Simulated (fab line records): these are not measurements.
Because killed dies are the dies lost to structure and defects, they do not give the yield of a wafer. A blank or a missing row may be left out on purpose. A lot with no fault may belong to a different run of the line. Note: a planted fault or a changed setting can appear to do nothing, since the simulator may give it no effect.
Struck lot and sound lot, side by side / flow sky130 / 18 steps out of a route of 708
Sound: these wafers, L964.1, L964.3, L964.5. Wafers struck: L959.2, L959.3, L959.5. At the end, the cause is stated.
At each step with rows: each side's tool, then ch and its chambers, then its first start. Under that, the readings that differ: sound wafers / struck wafers / difference of the means / sigmas: that difference in standard deviations of wafers without a fault.
alike: a reading whose means differ by less than 2 such deviations, as well as words and numbers matching on both sides. not compared: withheld readings; readings where some wafer has no value; bounds like >300 that might hide an equal value; numbers whose values overlap and for which the record gives no deviation.
The two part at a step that has a row with sigmas, a row that says differs or no value, or rows on one side only. Non-overlapping numbers with no deviation appear without sigmas and do not part them. A reading missing from all wafers of one side parts the sides only when that side holds two or more wafers.

first, 3 steps without rows for these wafers: SKY_VIA1_EXPOSE_09 (exposes mask VIM, target cd 150 nm); SKY_VIA1_PEB_10; SKY_VIA1_DEVELOP_11 (develop time 60 s).
SKY_VIA1_CD_MEAS_12 targets a cd of 150 nm.
  sound on cd-sem-02, day 40 00:07; struck on cd-sem-01, day 38 14:24
  alike: cd-nm
SKY_VIA1_OVL_MEAS_13:
  sound on overlay-02, day 40 00:14; struck on overlay-01, day 38 14:31
  alike: VIA1_OVL
SKY_VIA1_ETCH_14: etches BARC in N2/H2, stops on SiO2, time 45.9 s, target depth 60 nm.
  sound on rie-diel-01 ch 0,1,3, day 40 00:16; struck on rie-diel-03 ch 0,2,3, day 38 14:32
  alike: chamber-pressure-mTorr, drypump-motor-current-A, oes-product-au, throttle-valve-pct
  not compared: rf-hours-counter-h
SKY_VIA1_ETCH_15: etches SiO2 in C4F8/O2/Ar, stops on TiN, target depth 351 nm, time 54 s.
  sound on rie-diel-01 ch 0,1,3, day 40 00:19; struck on rie-diel-03 ch 0,2,3, day 38 14:35
  alike: chamber-pressure-mTorr, oes-product-au
  not compared: rf-hours-counter-h
SKY_VIA1_STRIP_16: strips in O2/N2.
  sound on plasma-asher-04 ch 0, day 40 00:21; struck on plasma-asher-03 ch 1, day 38 14:38
  alike: chamber-pressure-mTorr, drypump-motor-current-A, oes-product-au, strip-time-to-endpoint-s
  not compared: rf-hours-counter-h
then, 3 steps without rows for these wafers: SKY_VIA1_STRIP_17 (strips in post etch residue remover, time 1200 s); SKY_VIA1_CLEAN_18 (cleans in IPA, time 180 s); SKY_VIA1_CLEAN_19 (cleans in O3/DIW).
SKY_VIA1_SPUTTER_20: material TiN, target thk 20 nm, time 80 s.
  sound on pvd-sputter-03, day 40 00:59; struck on pvd-sputter-01, day 38 15:13
  alike: throttle-valve-pct
SKY_VIA1_CVD_21: deposits W, target thk 270 nm, time 80.902 s.
  sound on cvd-w-01 ch 0,1, day 40 01:03; struck on cvd-w-02 ch 0,1, day 38 15:17
reading=chamber-pressure-Torr (Torr); sound=40.07 39.98 40.02; struck=53.07 53.22 53.25; difference=+13.16; sigmas=+99 or more
reading=model.W_of_VIA1_CVD_21.thk-nm (nm); sound=268.8 266.3 266.4; struck=316.2 310 312.5; difference=+45.7; sigmas=
  alike: heater-power-w
SKY_VIA1_RS_MEAS_22: the measuring method here is four-point-probe.
  sound on film-metro-01, day 40 01:08; struck on film-metro-01, day 38 15:23
reading=VIA1_W_RS (ohm/sq); sound=0.427 0.433 0.432; struck=0.364 0.370 0.367; difference=-0.064; sigmas=-16
SKY_VIA1_THK_MEAS_23: measures by xrf.
  sound on film-metro-01, day 40 01:16; struck on film-metro-01, day 38 15:30
reading=VIA1_W_THK (nm); sound=266.3 264.4 262.6; struck=313.3 308.1 310.7; difference=+46.3; sigmas=+15
SKY_VIA1_CMP_24: polishes, stops on SiO2, t overpolish 15 s, target thk 0 nm.
  sound on cmp-02 ch 1,3, day 40 01:19; struck on cmp-01 ch 0,3, day 38 15:33
reading=time-to-endpoint-s (s); sound=67.4 65.7 64.3; struck=72.8 74.4 76.7; difference=+8.8; sigmas=+4
  alike: motor-current-A
SKY_METAL2_SPUTTER_00: material Ti, target thk 15 nm, time 10 s.
  sound on pvd-sputter-03, day 40 01:37; struck on pvd-sputter-03, day 38 15:51
  alike: throttle-valve-pct
SKY_PAD_OPEN_PROBE_99:
  rows exist in the record for the sound wafers here (prober-01, day 50 08:17), none for the struck ones

== WHERE THEY PART ==
First at SKY_VIA1_CVD_21; last, within this record, at SKY_PAD_OPEN_PROBE_99.

WHY: what had been put in by the simulator
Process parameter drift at SKY_VIA1_CVD_21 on cvd-w-02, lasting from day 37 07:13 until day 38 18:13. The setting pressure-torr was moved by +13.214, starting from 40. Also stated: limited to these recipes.
